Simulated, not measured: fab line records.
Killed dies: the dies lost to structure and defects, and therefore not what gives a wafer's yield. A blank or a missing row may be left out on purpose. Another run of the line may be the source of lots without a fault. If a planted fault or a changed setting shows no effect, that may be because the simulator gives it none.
The tool behind it: which one?    flow gf180mcu    7 lots (21 wafers sampled), 1 step of a 602-step route

WHAT THE GAUGES READ, wafer by wafer
GF_V3_THK_MEAS_01.
lot   measured      on             V3_CVD_00_THK (nm)
L972  day 21 09:14  film-metro-02  593 585 595
L975  day 23 01:58  film-metro-04  598 595 606
L979  day 24 10:09  film-metro-04  600 614 593
L981  day 25 04:13  film-metro-02  589 601 590
L985  day 26 14:46  film-metro-04  593 595 599
L987  day 26 22:16  film-metro-01  602 597 596
L993  day 28 16:36  film-metro-04  593 604 596

WHAT TOOL EACH LOT RAN ON (gives the tool, then ch and the chambers of the sampled wafers, and finally the start)
Record: no process step prior to these readings.

THE ANSWER, worked out from the rows above alone
Rule: what is usual is taken from the lots themselves. The widest of any qualifying gaps counts: lots, ordered by their means at a reading, are off when they make up no more than a third of the lots, leave a main group of 4 or more, and stand apart from it by 3 or more times the standard deviation of that group's means. If all means in a main group match to the digits the tables above print for the reading, that group is not used. A lot without any number at a reading at which 4 lots or more have one is off too. All remaining lots with rows at the step are treated as sound.
None of the lots is off at any reading shown; this tells nothing.

WHAT HAD BEEN PUT IN BY THE SIMULATOR
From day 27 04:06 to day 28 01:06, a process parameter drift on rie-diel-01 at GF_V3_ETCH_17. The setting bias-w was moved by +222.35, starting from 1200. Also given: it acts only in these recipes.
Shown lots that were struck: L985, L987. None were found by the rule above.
